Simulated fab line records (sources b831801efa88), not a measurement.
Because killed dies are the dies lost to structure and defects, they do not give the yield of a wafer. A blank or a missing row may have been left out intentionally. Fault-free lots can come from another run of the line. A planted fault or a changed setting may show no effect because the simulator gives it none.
fab line records || flow sky130 || part 2 of 2: steps 27 to 35 of 35
record {"lots": 5, "wafers": 15, "lastDay": 50}
route steps=708 shown LI_CONTACT@374 LOCAL_INTERCONNECT@387 CONTACT@406
lots untouched by any fault: they come from a run of this same line in which no faults occurred
startH: hours from the record's first day to the start of the lot's first wafer shown || waitH: how many hours have passed since the lot's step before this one || " same as the row above || L1.1+2: several wafers, shown together as one row || - either no value or no given start || * or withheld: withheld || < > ~ a bound
route shown NAME@n: NAME is a module with steps in the file, n the number in the route of the first one || usual: mean/standard deviation taken from wafers without a fault || same: alike in all rows || chamber/n: place in a boat || sites: the reading at each site || _std_site: how widely they spread, as a standard deviation || _edge_site: mean of outer sites minus mean of inner sites || radiusMm: how far each site lies from the wafer's centre || mask NAME#n: copy n || behind: the most recent tool/chamber to have shaped the wafer || hold: cause of the lot's hold/its duration in hours/its outcome || device: which transistor (n, p or np) failed to switch || end of line: the route-end tests of the same wafers || a step given without rows: its recipe and nothing more || killed: at the first sort, the dies lost to defects and structure; wafer yield is something else || map: the dies of a wafer, with x for killed, . for not killed, _ for no die there
set.NAME: the setting as run; set.NAME@STEP: as run at that earlier step || model.NAME: the simulator's own value behind a step, which no gauge read
certain route steps with their lots: each step a table, each wafer a row
services: when a tool's chamber went out of use (startH, in hours from the record's first day, below 0 if earlier), for how many hours, and the reason
## steps
# step SKY_LOCAL_INTERCONNECT_ETCH_13
# recipe {"chemistry": "N2/H2", "target": "BARC", "ionEnergyEv": 200, "biasW": 100, "pressureMtorr": 30, "n2FlowSccm": 100, "h2FlowSccm": 200, "icpW": 500, "stopOn": "SiO2", "timeS": 45.9, "targetDepthA": 600}
# usual {"drypumpMotorCurrentA": "6.3/0.35", "oesProductAu": "0.855/0.0051", "throttleValvePct": "13.225/0.0085"}
{"lot.wafer": "L074.1", "tool": "rieMetal-01", "chamber": 1, "startH": 699.91, "waitH": 0.0, "drypumpMotorCurrentA": 6.7, "oesProductAu": 0.856, "rfHoursCounterH": 2, "throttleValvePct": 13.228}
{"lot.wafer": "L074.3", "tool": "rieMetal-01", "chamber": 1, "startH": 699.91, "waitH": 0.0, "drypumpMotorCurrentA": 6.7, "oesProductAu": 0.862, "rfHoursCounterH": "-", "throttleValvePct": 13.229}
{"lot.wafer": "L074.6", "tool": "rieMetal-01", "chamber": 0, "startH": 699.91, "waitH": 0.0, "drypumpMotorCurrentA": 5.9, "oesProductAu": 0.855, "rfHoursCounterH": "-", "throttleValvePct": 13.221}
{"lot.wafer": "L076.1", "tool": "rieMetal-03", "chamber": 1, "startH": 726.71, "waitH": 0.0, "drypumpMotorCurrentA": 5.7, "oesProductAu": 0.860, "rfHoursCounterH": 14, "throttleValvePct": 13.240}
{"lot.wafer": "L076.2", "tool": "rieMetal-03", "chamber": 0, "startH": 726.71, "waitH": 0.0, "drypumpMotorCurrentA": 6.1, "oesProductAu": 0.865, "rfHoursCounterH": 7, "throttleValvePct": 13.235}
{"lot.wafer": "L076.5", "tool": "rieMetal-03", "chamber": 0, "startH": 726.71, "waitH": 0.0, "drypumpMotorCurrentA": 6.1, "oesProductAu": 0.850, "rfHoursCounterH": "-", "throttleValvePct": 13.220}
{"lot.wafer": "L084.3", "tool": "rieMetal-03", "chamber": 0, "startH": 787.96, "waitH": 0.1, "drypumpMotorCurrentA": 6.1, "oesProductAu": 0.848, "rfHoursCounterH": "-", "throttleValvePct": 13.224}
{"lot.wafer": "L084.4", "tool": "rieMetal-03", "chamber": 0, "startH": 787.96, "waitH": 0.1, "drypumpMotorCurrentA": 6.1, "oesProductAu": 0.850, "rfHoursCounterH": "-", "throttleValvePct": 13.230}
{"lot.wafer": "L084.5", "tool": "rieMetal-03", "chamber": 0, "startH": 787.96, "waitH": 0.1, "drypumpMotorCurrentA": 6.1, "oesProductAu": 0.844, "rfHoursCounterH": "-", "throttleValvePct": 13.237}
{"lot.wafer": "L091.2", "tool": "rieMetal-01", "chamber": 1, "startH": 839.41, "waitH": 0.0, "drypumpMotorCurrentA": 6.7, "oesProductAu": 0.851, "rfHoursCounterH": 8, "throttleValvePct": 13.212}
{"lot.wafer": "L091.3", "tool": "rieMetal-01", "chamber": 0, "startH": 839.41, "waitH": 0.0, "drypumpMotorCurrentA": 5.9, "oesProductAu": 0.853, "rfHoursCounterH": "-", "throttleValvePct": 13.230}
{"lot.wafer": "L091.4", "tool": "rieMetal-01", "chamber": 1, "startH": 839.41, "waitH": 0.0, "drypumpMotorCurrentA": 6.7, "oesProductAu": 0.852, "rfHoursCounterH": "-", "throttleValvePct": 13.232}
{"lot.wafer": "L096.1", "tool": "rieMetal-01", "chamber": 0, "startH": 880.16, "waitH": 0.0, "drypumpMotorCurrentA": 5.9, "oesProductAu": 0.848, "rfHoursCounterH": 3, "throttleValvePct": 13.230}
{"lot.wafer": "L096.2", "tool": "rieMetal-01", "chamber": 1, "startH": 880.16, "waitH": 0.0, "drypumpMotorCurrentA": 6.7, "oesProductAu": 0.857, "rfHoursCounterH": 10, "throttleValvePct": 13.208}
{"lot.wafer": "L096.4", "tool": "rieMetal-01", "chamber": 1, "startH": 880.16, "waitH": 0.0, "drypumpMotorCurrentA": 6.7, "oesProductAu": 0.865, "rfHoursCounterH": "-", "throttleValvePct": 13.213}
# step SKY_LOCAL_INTERCONNECT_METAL_ETCH_14
# recipe {"targetDepthNm": 110, "stopOn": "PSG", "chemistry": "Cl2/BCl3", "target": "TiN", "resistSidewallDeg": 88, "pressureMtorr": 10, "icpW": 900, "biasW": 48.5, "Cl2_flow_sccm": 60, "bcl3FlowSccm": 30, "timeS": 31.4}
# usual {"drypumpMotorCurrentA": "6.3/0.35", "oesProductAu": "0.942/0.0068", "throttleValvePct": "21.901/0.01"}
{"lot.wafer": "L074.1", "tool": "rieMetal-01", "chamber": 1, "startH": 699.98, "waitH": 0.0, "drypumpMotorCurrentA": 6.7, "oesProductAu": 0.950, "rfHoursCounterH": 2, "throttleValvePct": 21.886}
{"lot.wafer": "L074.3", "tool": "rieMetal-01", "chamber": 1, "startH": 699.98, "waitH": 0.0, "drypumpMotorCurrentA": 6.7, "oesProductAu": 0.941, "rfHoursCounterH": "-", "throttleValvePct": 21.892}
{"lot.wafer": "L074.6", "tool": "rieMetal-01", "chamber": 0, "startH": 699.98, "waitH": 0.0, "drypumpMotorCurrentA": 5.9, "oesProductAu": 0.946, "rfHoursCounterH": "-", "throttleValvePct": 21.899}
{"lot.wafer": "L076.1", "tool": "rieMetal-03", "chamber": 1, "startH": 726.77, "waitH": 0.0, "drypumpMotorCurrentA": 5.7, "oesProductAu": 0.954, "rfHoursCounterH": 14, "throttleValvePct": 21.885}
{"lot.wafer": "L076.2", "tool": "rieMetal-03", "chamber": 0, "startH": 726.77, "waitH": 0.0, "drypumpMotorCurrentA": 6.1, "oesProductAu": 0.947, "rfHoursCounterH": 7, "throttleValvePct": 21.892}
{"lot.wafer": "L076.5", "tool": "rieMetal-03", "chamber": 0, "startH": 726.77, "waitH": 0.0, "drypumpMotorCurrentA": 6.1, "oesProductAu": 0.938, "rfHoursCounterH": "-", "throttleValvePct": 21.896}
{"lot.wafer": "L084.3", "tool": "rieMetal-03", "chamber": 0, "startH": 788.08, "waitH": 0.1, "drypumpMotorCurrentA": 6.1, "oesProductAu": 0.948, "rfHoursCounterH": "-", "throttleValvePct": 21.903}
{"lot.wafer": "L084.4", "tool": "rieMetal-03", "chamber": 0, "startH": 788.08, "waitH": 0.1, "drypumpMotorCurrentA": 6.1, "oesProductAu": 0.942, "rfHoursCounterH": "-", "throttleValvePct": 21.909}
{"lot.wafer": "L084.5", "tool": "rieMetal-03", "chamber": 0, "startH": 788.08, "waitH": 0.1, "drypumpMotorCurrentA": 6.1, "oesProductAu": 0.941, "rfHoursCounterH": "-", "throttleValvePct": 21.893}
{"lot.wafer": "L091.2", "tool": "rieMetal-01", "chamber": 1, "startH": 839.47, "waitH": 0.0, "drypumpMotorCurrentA": 6.7, "oesProductAu": 0.949, "rfHoursCounterH": 8, "throttleValvePct": 21.893}
{"lot.wafer": "L091.3", "tool": "rieMetal-01", "chamber": 0, "startH": 839.47, "waitH": 0.0, "drypumpMotorCurrentA": 5.9, "oesProductAu": 0.939, "rfHoursCounterH": "-", "throttleValvePct": 21.891}
{"lot.wafer": "L091.4", "tool": "rieMetal-01", "chamber": 1, "startH": 839.47, "waitH": 0.0, "drypumpMotorCurrentA": 6.7, "oesProductAu": 0.939, "rfHoursCounterH": "-", "throttleValvePct": 21.898}
{"lot.wafer": "L096.1", "tool": "rieMetal-01", "chamber": 0, "startH": 880.23, "waitH": 0.0, "drypumpMotorCurrentA": 5.9, "oesProductAu": 0.948, "rfHoursCounterH": 3, "throttleValvePct": 21.903}
{"lot.wafer": "L096.2", "tool": "rieMetal-01", "chamber": 1, "startH": 880.23, "waitH": 0.0, "drypumpMotorCurrentA": 6.7, "oesProductAu": 0.943, "rfHoursCounterH": 10, "throttleValvePct": 21.898}
{"lot.wafer": "L096.4", "tool": "rieMetal-01", "chamber": 1, "startH": 880.23, "waitH": 0.0, "drypumpMotorCurrentA": 6.6, "oesProductAu": 0.945, "rfHoursCounterH": "-", "throttleValvePct": 21.896}
# step SKY_LOCAL_INTERCONNECT_STRIP_15
# recipe {"chemistry": "O2/N2", "powerW": 1400, "pressureMtorr": 1500, "platenTempC": "withheld", "o2FlowSccm": 3000, "n2FlowSccm": 300, "overashFraction": 0.5}
# usual {"drypumpMotorCurrentA": "5.4/0.51", "oesProductAu": "0.427/0.0047", "stripTimeToEndpointS": "4.722/0.02"}
{"lot.wafer": "L074.1", "tool": "plasmaAsher-01", "chamber": 1, "startH": 700.03, "waitH": 0.0, "drypumpMotorCurrentA": 6.0, "oesProductAu": 0.423, "rfHoursCounterH": 28, "stripTimeToEndpointS": 4.727}
{"lot.wafer": "L074.3", "tool": "plasmaAsher-01", "chamber": 1, "startH": 700.03, "waitH": 0.0, "drypumpMotorCurrentA": 6.1, "oesProductAu": 0.430, "rfHoursCounterH": "-", "stripTimeToEndpointS": 4.718}
{"lot.wafer": "L074.6", "tool": "plasmaAsher-01", "chamber": 0, "startH": 700.03, "waitH": 0.0, "drypumpMotorCurrentA": 5.2, "oesProductAu": 0.427, "rfHoursCounterH": "-", "stripTimeToEndpointS": 4.718}
{"lot.wafer": "L076.1", "tool": "plasmaAsher-01", "chamber": 1, "startH": 726.82, "waitH": 0.0, "drypumpMotorCurrentA": 6.1, "oesProductAu": 0.429, "rfHoursCounterH": 31, "stripTimeToEndpointS": 4.693}
{"lot.wafer": "L076.2", "tool": "plasmaAsher-01", "chamber": 0, "startH": 726.82, "waitH": 0.0, "drypumpMotorCurrentA": 5.2, "oesProductAu": 0.433, "rfHoursCounterH": 31, "stripTimeToEndpointS": 4.709}
{"lot.wafer": "L076.5", "tool": "plasmaAsher-01", "chamber": 1, "startH": 726.82, "waitH": 0.0, "drypumpMotorCurrentA": 6.1, "oesProductAu": 0.424, "rfHoursCounterH": "-", "stripTimeToEndpointS": 4.707}
{"lot.wafer": "L084.3", "tool": "plasmaAsher-02", "chamber": 0, "startH": 788.18, "waitH": 0.1, "drypumpMotorCurrentA": 6.1, "oesProductAu": 0.419, "rfHoursCounterH": "-", "stripTimeToEndpointS": 4.702}
{"lot.wafer": "L084.4", "tool": "plasmaAsher-02", "chamber": 1, "startH": 788.18, "waitH": 0.1, "drypumpMotorCurrentA": 4.7, "oesProductAu": 0.425, "rfHoursCounterH": "-", "stripTimeToEndpointS": 4.706}
{"lot.wafer": "L084.5", "tool": "plasmaAsher-02", "chamber": 0, "startH": 788.18, "waitH": 0.1, "drypumpMotorCurrentA": 6.1, "oesProductAu": 0.424, "rfHoursCounterH": "-", "stripTimeToEndpointS": 4.713}
{"lot.wafer": "L091.2", "tool": "plasmaAsher-04", "chamber": 1, "startH": 839.52, "waitH": 0.0, "drypumpMotorCurrentA": 5.0, "oesProductAu": 0.422, "rfHoursCounterH": 10, "stripTimeToEndpointS": 4.720}
{"lot.wafer": "L091.3", "tool": "plasmaAsher-04", "chamber": 0, "startH": 839.52, "waitH": 0.0, "drypumpMotorCurrentA": 5.6, "oesProductAu": 0.430, "rfHoursCounterH": "-", "stripTimeToEndpointS": 4.724}
{"lot.wafer": "L091.4", "tool": "plasmaAsher-04", "chamber": 1, "startH": 839.52, "waitH": 0.0, "drypumpMotorCurrentA": 5.0, "oesProductAu": 0.423, "rfHoursCounterH": "-", "stripTimeToEndpointS": 4.717}
{"lot.wafer": "L096.1", "tool": "plasmaAsher-02", "chamber": 0, "startH": 880.28, "waitH": 0.0, "drypumpMotorCurrentA": 6.0, "oesProductAu": 0.428, "rfHoursCounterH": 108, "stripTimeToEndpointS": 4.758}
{"lot.wafer": "L096.2", "tool": "plasmaAsher-02", "chamber": 1, "startH": 880.28, "waitH": 0.0, "drypumpMotorCurrentA": 4.7, "oesProductAu": 0.423, "rfHoursCounterH": 108, "stripTimeToEndpointS": 4.745}
{"lot.wafer": "L096.4", "tool": "plasmaAsher-02", "chamber": 1, "startH": 880.28, "waitH": 0.0, "drypumpMotorCurrentA": 4.8, "oesProductAu": 0.434, "rfHoursCounterH": "-", "stripTimeToEndpointS": 4.750}
# step SKY_LOCAL_INTERCONNECT_STRIP_16
# recipe {"chemistry": "postEtchResidueRemover", "timeS": 1200, "tempC": 72.5}
# usual {"bathHeatDutyPct": "14.2/2.2"}
{"lot.wafer": "L074.1", "tool": "wetBench-03", "chamber": 2, "startH": 700.13, "waitH": 0.1, "bathHeatDutyPct": 11.8}
{"lot.wafer": "L074.3", "tool": "wetBench-03", "chamber": 2, "startH": 700.13, "waitH": 0.1, "bathHeatDutyPct": 11.9}
{"lot.wafer": "L074.6", "tool": "wetBench-03", "chamber": 2, "startH": 700.13, "waitH": 0.1, "bathHeatDutyPct": 12.0}
{"lot.wafer": "L076.1", "tool": "wetBench-04", "chamber": 2, "startH": 726.92, "waitH": 0.1, "bathHeatDutyPct": 11.5}
{"lot.wafer": "L076.2", "tool": "wetBench-04", "chamber": 2, "startH": 726.92, "waitH": 0.1, "bathHeatDutyPct": 10.6}
{"lot.wafer": "L076.5", "tool": "wetBench-04", "chamber": 2, "startH": 726.92, "waitH": 0.1, "bathHeatDutyPct": 12.2}
{"lot.wafer": "L084.3", "tool": "wetBench-01", "chamber": 1, "startH": 788.25, "waitH": 0.0, "bathHeatDutyPct": 17.2}
{"lot.wafer": "L084.4", "tool": "wetBench-01", "chamber": 1, "startH": 788.25, "waitH": 0.0, "bathHeatDutyPct": 16.5}
{"lot.wafer": "L084.5", "tool": "wetBench-01", "chamber": 1, "startH": 788.25, "waitH": 0.0, "bathHeatDutyPct": 19.6}
{"lot.wafer": "L091.2", "tool": "wetBench-04", "chamber": 0, "startH": 839.62, "waitH": 0.1, "bathHeatDutyPct": 16.6}
{"lot.wafer": "L091.3", "tool": "wetBench-04", "chamber": 0, "startH": 839.62, "waitH": 0.1, "bathHeatDutyPct": 15.3}
{"lot.wafer": "L091.4", "tool": "wetBench-04", "chamber": 0, "startH": 839.62, "waitH": 0.1, "bathHeatDutyPct": 13.8}
{"lot.wafer": "L096.1", "tool": "wetBench-03", "chamber": 3, "startH": 880.38, "waitH": 0.1, "bathHeatDutyPct": 13.8}
{"lot.wafer": "L096.2", "tool": "wetBench-03", "chamber": 3, "startH": 880.38, "waitH": 0.1, "bathHeatDutyPct": 14.3}
{"lot.wafer": "L096.4", "tool": "wetBench-03", "chamber": 3, "startH": 880.38, "waitH": 0.1, "bathHeatDutyPct": 14.1}
# step SKY_LOCAL_INTERCONNECT_CLEAN_17
# recipe {"chemistry": "IPA", "timeS": 180, "tempC": 25}
# usual {"bathHeatDutyPct": "6.2/0.83"}
{"lot.wafer": "L074.1", "tool": "wetBench-04", "chamber": 2, "startH": 700.81, "waitH": 0.0, "bathHeatDutyPct": 5.2}
{"lot.wafer": "L074.3", "tool": "wetBench-04", "chamber": 2, "startH": 700.81, "waitH": 0.0, "bathHeatDutyPct": 5.6}
{"lot.wafer": "L074.6", "tool": "wetBench-04", "chamber": 2, "startH": 700.81, "waitH": 0.0, "bathHeatDutyPct": 4.9}
{"lot.wafer": "L076.1", "tool": "wetBench-03", "chamber": 3, "startH": 727.26, "waitH": 0.0, "bathHeatDutyPct": 6.1}
{"lot.wafer": "L076.2", "tool": "wetBench-03", "chamber": 3, "startH": 727.26, "waitH": 0.0, "bathHeatDutyPct": 6.0}
{"lot.wafer": "L076.5", "tool": "wetBench-03", "chamber": 3, "startH": 727.26, "waitH": 0.0, "bathHeatDutyPct": 5.9}
{"lot.wafer": "L084.3", "tool": "wetBench-03", "chamber": 0, "startH": 788.59, "waitH": 0.0, "bathHeatDutyPct": 7.3}
{"lot.wafer": "L084.4", "tool": "wetBench-03", "chamber": 0, "startH": 788.59, "waitH": 0.0, "bathHeatDutyPct": 7.9}
{"lot.wafer": "L084.5", "tool": "wetBench-03", "chamber": 0, "startH": 788.59, "waitH": 0.0, "bathHeatDutyPct": 7.7}
{"lot.wafer": "L091.2", "tool": "wetBench-01", "chamber": 3, "startH": 839.96, "waitH": 0.0, "bathHeatDutyPct": 6.2}
{"lot.wafer": "L091.3", "tool": "wetBench-01", "chamber": 3, "startH": 839.96, "waitH": 0.0, "bathHeatDutyPct": 6.6}
{"lot.wafer": "L091.4", "tool": "wetBench-01", "chamber": 3, "startH": 839.96, "waitH": 0.0, "bathHeatDutyPct": 6.1}
{"lot.wafer": "L096.1", "tool": "wetBench-04", "chamber": 3, "startH": 881.12, "waitH": 0.0, "bathHeatDutyPct": 6.4}
{"lot.wafer": "L096.2", "tool": "wetBench-04", "chamber": 3, "startH": 881.12, "waitH": 0.0, "bathHeatDutyPct": 4.9}
{"lot.wafer": "L096.4", "tool": "wetBench-04", "chamber": 3, "startH": 881.12, "waitH": 0.0, "bathHeatDutyPct": 5.9}
# step SKY_LOCAL_INTERCONNECT_CLEAN_18
# recipe {"chemistry": "O3/DIW", "dry": "n2Spin"}
{"lot.wafer": "L074.1+3+6", "tool": "wetBench-01", "chamber": 2, "startH": 700.87, "waitH": 0.0}
{"lot.wafer": "L076.1+2+5", "tool": "wetBench-01", "chamber": 3, "startH": 727.32, "waitH": 0.0}
{"lot.wafer": "L084.3+4+5", "tool": "wetBench-04", "chamber": 1, "startH": 788.65, "waitH": 0.0}
{"lot.wafer": "L091.2+3+4", "tool": "wetBench-04", "chamber": 0, "startH": 840.02, "waitH": 0.0}
{"lot.wafer": "L096.1+2+4", "tool": "wetBench-01", "chamber": 3, "startH": 881.18, "waitH": 0.0}
# step SKY_CONTACT_CVD_00
# recipe {"material": "Si3N4", "targetThkNm": 75, "tempC": 400, "timeS": "withheld", "rfW": 450}
# usual {"heaterPowerW": "696/90"}
{"lot.wafer": "L074.1", "tool": "pecvd-03", "chamber": 1, "startH": 700.97, "waitH": 0.0, "heaterPowerW": 870}
{"lot.wafer": "L074.3", "tool": "pecvd-03", "chamber": 0, "startH": 700.97, "waitH": 0.0, "heaterPowerW": 626}
{"lot.wafer": "L074.6", "tool": "pecvd-03", "chamber": 2, "startH": 700.97, "waitH": 0.0, "heaterPowerW": 705}
{"lot.wafer": "L076.1", "tool": "pecvd-04", "chamber": 0, "startH": 727.41, "waitH": 0.0, "heaterPowerW": 681}
{"lot.wafer": "L076.2", "tool": "pecvd-04", "chamber": 1, "startH": 727.41, "waitH": 0.0, "heaterPowerW": 807}
{"lot.wafer": "L076.5", "tool": "pecvd-04", "chamber": 2, "startH": 727.41, "waitH": 0.0, "heaterPowerW": 736}
{"lot.wafer": "L084.3", "tool": "pecvd-01", "chamber": 0, "startH": 788.74, "waitH": 0.0, "heaterPowerW": 672}
{"lot.wafer": "L084.4", "tool": "pecvd-01", "chamber": 0, "startH": 788.74, "waitH": 0.0, "heaterPowerW": 659}
{"lot.wafer": "L084.5", "tool": "pecvd-01", "chamber": 2, "startH": 788.74, "waitH": 0.0, "heaterPowerW": 612}
{"lot.wafer": "L091.2", "tool": "pecvd-03", "chamber": 2, "startH": 840.11, "waitH": 0.0, "heaterPowerW": 662}
{"lot.wafer": "L091.3", "tool": "pecvd-03", "chamber": 0, "startH": 840.11, "waitH": 0.0, "heaterPowerW": 576}
{"lot.wafer": "L091.4", "tool": "pecvd-03", "chamber": 2, "startH": 840.11, "waitH": 0.0, "heaterPowerW": 688}
{"lot.wafer": "L096.1", "tool": "pecvd-04", "chamber": 2, "startH": 881.27, "waitH": 0.0, "heaterPowerW": 695}
{"lot.wafer": "L096.2", "tool": "pecvd-04", "chamber": 1, "startH": 881.27, "waitH": 0.0, "heaterPowerW": 823}
{"lot.wafer": "L096.4", "tool": "pecvd-04", "chamber": 2, "startH": 881.27, "waitH": 0.0, "heaterPowerW": 712}
# step SKY_CONTACT_THK_MEAS_01
# recipe {"reads": "Si3N4_of_CONTACT_CVD_00"}
# usual {"CONTACT_CVD_00_THK": "74.8/0.92"}
{"lot.wafer": "L074.1", "tool": "filmMetro-01", "chamber": "-", "startH": 701.00, "waitH": "-", "CONTACT_CVD_00_THK[nm]": 75.1}
{"lot.wafer": "L074.3", "tool": "filmMetro-01", "chamber": "-", "startH": 701.00, "waitH": "-", "CONTACT_CVD_00_THK[nm]": 74.8}
{"lot.wafer": "L074.6", "tool": "filmMetro-01", "chamber": "-", "startH": 701.00, "waitH": "-", "CONTACT_CVD_00_THK[nm]": 76.1}
{"lot.wafer": "L076.1", "tool": "filmMetro-02", "chamber": "-", "startH": 727.45, "waitH": "-", "CONTACT_CVD_00_THK[nm]": 74.9}
{"lot.wafer": "L076.2", "tool": "filmMetro-02", "chamber": "-", "startH": 727.45, "waitH": "-", "CONTACT_CVD_00_THK[nm]": 74.6}
{"lot.wafer": "L076.5", "tool": "filmMetro-02", "chamber": "-", "startH": 727.45, "waitH": "-", "CONTACT_CVD_00_THK[nm]": 75.9}
{"lot.wafer": "L084.3", "tool": "filmMetro-02", "chamber": "-", "startH": 788.79, "waitH": "-", "CONTACT_CVD_00_THK[nm]": 73.8}
{"lot.wafer": "L084.4", "tool": "filmMetro-02", "chamber": "-", "startH": 788.79, "waitH": "-", "CONTACT_CVD_00_THK[nm]": 74.5}
{"lot.wafer": "L084.5", "tool": "filmMetro-02", "chamber": "-", "startH": 788.79, "waitH": "-", "CONTACT_CVD_00_THK[nm]": 74.2}
{"lot.wafer": "L091.2", "tool": "filmMetro-04", "chamber": "-", "startH": 840.17, "waitH": "-", "CONTACT_CVD_00_THK[nm]": 74.1}
{"lot.wafer": "L091.3", "tool": "filmMetro-04", "chamber": "-", "startH": 840.17, "waitH": "-", "CONTACT_CVD_00_THK[nm]": 75.7}
{"lot.wafer": "L091.4", "tool": "filmMetro-04", "chamber": "-", "startH": 840.17, "waitH": "-", "CONTACT_CVD_00_THK[nm]": 75.0}
{"lot.wafer": "L096.1", "tool": "filmMetro-01", "chamber": "-", "startH": 881.31, "waitH": "-", "CONTACT_CVD_00_THK[nm]": 75.4}
{"lot.wafer": "L096.2", "tool": "filmMetro-01", "chamber": "-", "startH": 881.31, "waitH": "-", "CONTACT_CVD_00_THK[nm]": 75.0}
{"lot.wafer": "L096.4", "tool": "filmMetro-01", "chamber": "-", "startH": 881.31, "waitH": "-", "CONTACT_CVD_00_THK[nm]": 76.7}
# step SKY_CONTACT_HDPCVD_02
# recipe {"material": "SiO2", "targetThkNm": 565, "sigmaOpenFrac": 0.3, "timeS": 94.2, "tempC": 600, "sih4FlowSccm": 60, "pressureMtorr": 6}
{"lot.wafer": "L074.1+3+6", "tool": "hdpcvd-02", "chamber": "1,0,1", "startH": 701.06, "waitH": 0.1}
{"lot.wafer": "L076.1+2+5", "tool": "hdpcvd-01", "chamber": "2,0,0", "startH": 727.51, "waitH": 0.1}
{"lot.wafer": "L084.3+4+5", "tool": "hdpcvd-01", "chamber": "2,1,0", "startH": 788.83, "waitH": 0.0}
{"lot.wafer": "L091.2+3+4", "tool": "hdpcvd-02", "chamber": "0,2,2", "startH": 840.22, "waitH": 0.0}
{"lot.wafer": "L096.1+2+4", "tool": "hdpcvd-01", "chamber": "2,0,0", "startH": 881.37, "waitH": 0.1}
## services
{"tool": "krfScanner-01", "chamber": "-", "startH": 657.83, "hours": 3.6, "kind": "pm"}
{"tool": "rieDiel-03", "chamber": 3, "startH": 659.79, "hours": 13.7, "kind": "repair"}
{"tool": "krfScanner-01", "chamber": "-", "startH": 661.83, "hours": 0.8, "kind": "pm"}
{"tool": "hdpcvd-01", "chamber": "-", "startH": 668.56, "hours": 2.8, "kind": "pm"}
{"tool": "pvdSputter-03", "chamber": "-", "startH": 674.88, "hours": 2.9, "kind": "repair"}
{"tool": "wetBench-01", "chamber": "-", "startH": 678.24, "hours": 7.1, "kind": "repair"}
{"tool": "rieDiel-04", "chamber": "-", "startH": 687.82, "hours": 0.4, "kind": "repair"}
{"tool": "rieDiel-03", "chamber": 2, "startH": 702.94, "hours": 15.2, "kind": "repair"}
{"tool": "cvdW-02", "chamber": 0, "startH": 715.05, "hours": 3.9, "kind": "repair"}
{"tool": "rieDiel-04", "chamber": 1, "startH": 724.53, "hours": 7.1, "kind": "repair"}
{"tool": "krfScanner-01", "chamber": "-", "startH": 736.45, "hours": 1.0, "kind": "pm"}
{"tool": "cmp-01", "chamber": "-", "startH": 739.09, "hours": 3.9, "kind": "pm"}
{"tool": "rieDiel-04", "chamber": "-", "startH": 741.37, "hours": 1.6, "kind": "repair"}
{"tool": "cmp-01", "chamber": "-", "startH": 742.95, "hours": 6.6, "kind": "pm"}
{"tool": "rieDiel-04", "chamber": 1, "startH": 743.63, "hours": 12.5, "kind": "repair"}
{"tool": "cmp-01", "chamber": "-", "startH": 750.00, "hours": 0.5, "kind": "repair"}
{"tool": "rieDiel-03", "chamber": "-", "startH": 762.35, "hours": 2.8, "kind": "pm"}
{"tool": "rieDiel-04", "chamber": 2, "startH": 772.95, "hours": 5.6, "kind": "repair"}
{"tool": "rieDiel-03", "chamber": 0, "startH": 774.18, "hours": 4.5, "kind": "repair"}
{"tool": "rieDiel-03", "chamber": "-", "startH": 787.55, "hours": 0.2, "kind": "repair"}
{"tool": "rieDiel-03", "chamber": 0, "startH": 822.64, "hours": 36.7, "kind": "repair"}
{"tool": "rieDiel-04", "chamber": 2, "startH": 849.82, "hours": 5.8, "kind": "repair"}
{"tool": "rieDiel-04", "chamber": 1, "startH": 854.01, "hours": 4.6, "kind": "repair"}
{"tool": "pvdSputter-01", "chamber": "-", "startH": 872.07, "hours": 2.3, "kind": "repair"}
